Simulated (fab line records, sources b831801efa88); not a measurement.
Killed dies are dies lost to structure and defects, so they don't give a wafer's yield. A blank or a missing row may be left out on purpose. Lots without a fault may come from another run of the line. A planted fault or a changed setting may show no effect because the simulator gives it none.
fab line records | flow gf180mcu | part 2 of 2: steps 28 to 37 of 37
record lots=5 wafers=15 last_day=34
route steps=602 shown M3@418 V3@429
lots that met no fault: from a run of the same line without faults
start_h: hours from the record's first day to the start of the lot's first wafer shown | wait_h: hours since the lot's step before | " the same as in the row above | L1.1+2: a row that stands for several wafers | - no value, or no start given | * or withheld: withheld | < > ~ a bound
route shown NAME@n: a module of which the file shows steps, and the number in the route of the first | usual: mean/standard deviation of fault-free wafers | same: alike in all rows | chamber/n: place in a boat | sites: the reading at each site | _std_site: their standard deviation | _edge_site: outer sites' mean less inner sites' | radius_mm: how far each site lies from the wafer's centre | mask NAME#n: copy n | behind: the tool/chamber that last shaped the wafer | hold: why the lot was held/for how many hours/how that ended | device: the transistor (n, p or np) that didn't switch | end of line: the same wafers' tests at the end of the route | a step without rows: its recipe alone | killed: dies lost to structure and defects at the first sort, not the wafer's yield | map: a wafer's dies, x killed, . not, _ none there
set.NAME: the setting as run; set.NAME@STEP: as run at that earlier step | model.NAME: the simulator's own value behind a step, which no gauge read
lots at some steps of the route; a table a step, a row a wafer
services: from which hour (start_h, from the record's first day; less than 0 if before it) a tool's chamber was out of use, for how many hours, and why
## steps
# step GF_V3_ETCH_16
# recipe chemistry=N2/H2 target_depth_a=withheld overetch_a=withheld time_s=withheld target=BARC ion_energy_ev=200 source_w=500 bias_w=100 pressure_mtorr=30 n2_flow_sccm=100 h2_flow_sccm=200
# usual bias_w=100.01/0.26 drypump_motor_current_A=5.7/0.59 h2_flow_sccm=200.0/0.68 oes_product_au=0.855/0.005 throttle_valve_pct=13.224/0.0087
# columns lot.wafer tool chamber start_h wait_h bias_w drypump_motor_current_A h2_flow_sccm oes_product_au throttle_valve_pct
L075.2 rie_diel-03 3 523.10 0.0 100.10 6.5 199.1 0.851 13.231
L075.3 " 0 " " 100.45 5.1 199.8 0.864 13.217
L075.5 " 3 " " 100.07 6.5 199.7 0.852 13.228
L083.2 rie_diel-02 1 594.67 0.0 99.88 5.9 201.1 0.857 13.222
L083.5 " 0 " " 99.88 6.3 199.7 0.853 13.226
L083.6 " 3 " " 99.82 5.7 199.9 0.853 13.213
L085.1 rie_diel-02 3 606.32 0.0 99.71 5.6 199.4 0.861 13.226
L085.3 " 1 " " 99.97 5.9 199.8 0.844 13.232
L085.4 " 2 " " 100.01 5.5 199.2 0.853 13.218
L090.1 rie_diel-02 0 643.62 0.0 100.03 6.3 199.8 0.854 13.220
L090.5 " 2 " " 100.14 5.5 200.1 0.849 13.228
L090.6 " 1 " " 99.81 6.0 200.9 0.853 13.215
L097.1 rie_diel-03 3 692.67 0.0 99.75 6.5 200.5 0.857 13.229
L097.3 " 0 " " 99.95 5.2 200.2 0.855 13.224
L097.5 " 2 " " 99.98 6.6 200.7 0.858 13.220
# step GF_V3_ETCH_17
# recipe chemistry=C4F8/O2/Ar mask_material=KrF target=SiO2 stop_on=TiN source_w=1500 bias_w=1200 pressure_mtorr=40 c4f8_flow_sccm=withheld O2_flow_sccm=6 Ar_flow_sccm=300 time_s=withheld target_depth_a=6350
# usual bias_w=1200/3.6 oes_product_au=0.855/0.0048
# columns lot.wafer tool chamber start_h wait_h bias_w oes_product_au
L075.2 rie_diel-03 3 - - 1195 0.858
L075.3 " 0 " " 1198 0.860
L075.5 " 3 " " 1196 0.850
L083.2 rie_diel-02 1 - - 1204 0.847
L083.5 " 0 " " 1198 0.857
L083.6 " 3 " " 1200 0.863
L085.1 rie_diel-02 3 - - 1206 0.849
L085.3 " 1 " " 1200 0.848
L085.4 " 2 " " 1195 0.854
L090.1 rie_diel-02 0 - - 1200 0.847
L090.5 " 2 " " 1199 0.857
L090.6 " 1 " " 1208 0.854
L097.1 rie_diel-03 3 - - 1198 0.851
L097.3 " 0 " " 1202 0.854
L097.5 " 2 " " 1202 0.845
# step GF_V3_STRIP_18
# recipe chemistry=O2/N2 power_w=1400 pressure_mtorr=1500 platen_temp_c=250 o2_flow_sccm=3000 n2_flow_sccm=300 overash_fraction=0.5
# usual drypump_motor_current_A=5.6/0.62 heater_power_w=344/18 oes_product_au=0.593/0.0053
# columns lot.wafer tool chamber start_h wait_h drypump_motor_current_A heater_power_w oes_product_au rf_hours_counter_h
L075.2 plasma_asher-01 1 523.22 - 5.2 354 0.597 10
L075.3 " 0 " " 6.6 367 0.588 -
L075.5 " 0 " " 6.6 353 0.591 -
L083.2 plasma_asher-01 0 594.80 - 6.6 353 0.595 17
L083.5 " 0 " " 6.6 369 0.596 -
L083.6 " 1 " " 5.2 357 0.598 -
L085.1 plasma_asher-02 1 606.45 - 5.3 339 0.590 48
L085.3 " 1 " " 5.3 341 0.584 -
L085.4 " 0 " " 5.4 322 0.597 -
L090.1 plasma_asher-02 0 643.75 - 5.4 329 0.594 52
L090.5 " 1 " " 5.3 357 0.599 -
L090.6 " 0 " " 5.4 324 0.590 -
L097.1 plasma_asher-02 1 692.80 - 5.3 339 0.590 58
L097.3 " 1 " " 5.3 350 0.595 -
L097.5 " 0 " " 5.4 331 0.595 -
# step GF_V3_STRIP_19
# recipe chemistry=post_etch_residue_remover time_s=1200 temp_c=72.5
# columns lot.wafer tool chamber start_h wait_h
L075.2+3+5 wet_bench-04 3 523.32 0.1
L083.2+5+6 wet_bench-04 3 594.90 0.1
L085.1+3+4 wet_bench-04 1 606.55 0.1
L090.1+5+6 wet_bench-02 2 643.85 0.1
L097.1+3+5 wet_bench-04 1 692.90 0.1
# step GF_V3_CLEAN_20
# recipe chemistry=DIW dry=n2_spin
# columns lot.wafer tool chamber start_h wait_h
L075.2+3+5 wet_bench-03 1 523.67 0.0
L083.2+5+6 wet_bench-02 2 595.24 0.0
L085.1+3+4 wet_bench-02 1 606.89 0.0
L090.1+5+6 wet_bench-03 1 644.53 0.0
L097.1+3+5 wet_bench-03 1 693.24 0.0
# step GF_V3_SPUTTER_21
# recipe material=Ti target_thk_nm=15 chamber_pressure_pa=5 power_w=2500 substrate_temp_c=200 time_s=80.02
# usual throttle_valve_pct=29.9/0.8
# columns lot.wafer tool chamber start_h wait_h throttle_valve_pct
L075.2 pvd_sputter-04 - 523.85 0.0 30.3
L075.3 " - " " 29.4
L075.5 " - " " 30.1
L083.2 pvd_sputter-04 - 595.33 0.0 29.1
L083.5 " - " " 30.3
L083.6 " - " " 30.5
L085.1 pvd_sputter-02 - 606.98 0.0 29.9
L085.3 " - " " 29.1
L085.4 " - " " 29.9
L090.1 pvd_sputter-04 - 644.63 0.0 30.5
L090.5 " - " " 30.8
L090.6 " - " " 30.0
L097.1 pvd_sputter-02 - 693.33 0.0 28.9
L097.3 " - " " 28.8
L097.5 " - " " 28.9
# step GF_V3_SPUTTER_22
# recipe material=TiN target_thk_nm=10 chamber_pressure_pa=5 power_w=4000 time_s=40
# usual throttle_valve_pct=29.9/0.79
# columns lot.wafer tool chamber start_h wait_h throttle_valve_pct
L075.2 pvd_sputter-04 - 523.91 0.0 29.8
L075.3 " - " " 29.4
L075.5 " - " " 29.7
L083.2 pvd_sputter-04 - 595.39 0.0 29.3
L083.5 " - " " 30.0
L083.6 " - " " 30.6
L085.1 pvd_sputter-02 - 607.04 0.0 29.8
L085.3 " - " " 29.2
L085.4 " - " " 30.0
L090.1 pvd_sputter-04 - 644.69 0.0 30.0
L090.5 " - " " 30.6
L090.6 " - " " 30.1
L097.1 pvd_sputter-02 - 693.39 0.0 29.0
L097.3 " - " " 29.0
L097.5 " - " " 29.0
# step GF_V3_CVD_23
# recipe material=W target_thk_nm=350 time_s=104.9 temp_c=400 pressure_torr=40
# usual chamber_pressure_Torr=40.00/0.095 heater_power_w=779/90
# columns lot.wafer tool chamber start_h wait_h chamber_pressure_Torr heater_power_w
L075.2 cvd_w-02 1 523.95 0.0 40.02 655
L075.3 " 0 " " 40.16 811
L075.5 " 1 " " 40.08 627
L083.2 cvd_w-02 1 595.43 0.0 39.98 659
L083.5 " 1 " " 40.05 633
L083.6 " 0 " " 40.07 834
L085.1 cvd_w-02 0 607.08 0.0 39.94 832
L085.3 " 0 " " 39.94 835
L085.4 " 1 " " 39.86 652
L090.1 cvd_w-02 0 644.73 0.0 40.07 823
L090.5 " 0 " " 40.12 818
L090.6 " 1 " " 40.04 652
L097.1 cvd_w-02 1 693.43 0.0 40.16 665
L097.3 " 1 " " 40.09 646
L097.5 " 0 " " 39.94 808
# step GF_V3_RS_MEAS_24
# recipe thk_meas_gauge=four-point-probe reads=W_of_V3_CVD_23+TiN_of_V3_SPUTTER_22+Ti_of_V3_SPUTTER_21
# usual V3_W_RS=0.330/0.0057
# columns lot.wafer tool chamber start_h wait_h V3_W_RS[ohm/sq]
L075.2 film_metro-01 - 524.08 0.1 0.335
L075.3 " - " " 0.324
L075.5 " - " " 0.335
L083.2 film_metro-01 - 595.56 0.1 0.337
L083.5 " - " " 0.333
L083.6 " - " " 0.326
L085.1 film_metro-01 - 607.19 0.1 0.319
L085.3 " - " " 0.319
L085.4 " - " " 0.331
L090.1 film_metro-02 - 644.84 0.1 0.324
L090.5 " - " " 0.326
L090.6 " - " " 0.329
L097.1 film_metro-01 - 693.54 0.1 0.330
L097.3 " - " " 0.330
L097.5 " - " " 0.319
# step GF_V3_THK_MEAS_25
# recipe thk_meas_gauge=xrf reads=W_of_V3_CVD_23
# usual V3_W_THK=356/6.9
# columns lot.wafer tool chamber start_h wait_h V3_W_THK[nm]
L075.2 film_metro-01 - 524.19 0.1 346
L075.3 " - " " 360
L075.5 " - " " 351
L083.2 film_metro-01 - 595.67 0.1 343
L083.5 " - " " 349
L083.6 " - " " 357
L085.1 film_metro-01 - 607.31 0.1 368
L085.3 " - " " 364
L085.4 " - " " 354
L090.1 film_metro-02 - 644.96 0.1 361
L090.5 " - " " 356
L090.6 " - " " 353
L097.1 film_metro-01 - 693.66 0.1 353
L097.3 " - " " 354
L097.5 " - " " 364
## services
# columns tool chamber start_h hours kind
rie_diel-02 1 463.71 4.6 repair
krf_scanner-02 - 468.46 7.2 pm
rie_diel-03 3 471.91 2.8 repair
krf_scanner-01 - 477.53 1.1 repair
krf_scanner-01 - 480.64 2.9 repair
plasma_asher-02 - 498.59 35.6 repair
krf_scanner-02 - 505.11 1.0 pm
krf_scanner-01 - 510.70 0.8 pm
rie_diel-02 2 528.06 4.2 repair
krf_scanner-01 - 528.29 1.0 pm
pvd_sputter-04 - 534.53 3.6 repair
pvd_sputter-04 - 546.02 7.4 repair
krf_scanner-02 - 555.82 0.8 pm
krf_scanner-02 - 593.24 0.6 repair
rie_diel-02 - 593.52 0.2 repair
krf_scanner-02 - 610.30 1.3 pm
wet_bench-02 - 618.59 1.9 pm
krf_scanner-02 - 619.23 1.3 repair
cvd_w-02 - 625.57 6.0 pm
krf_scanner-02 - 636.99 2.2 repair
krf_scanner-02 - 662.69 0.8 pm
krf_scanner-02 - 674.11 1.0 pm
rie_diel-02 - 685.61 0.9 repair
rie_diel-02 3 693.35 10.0 repair
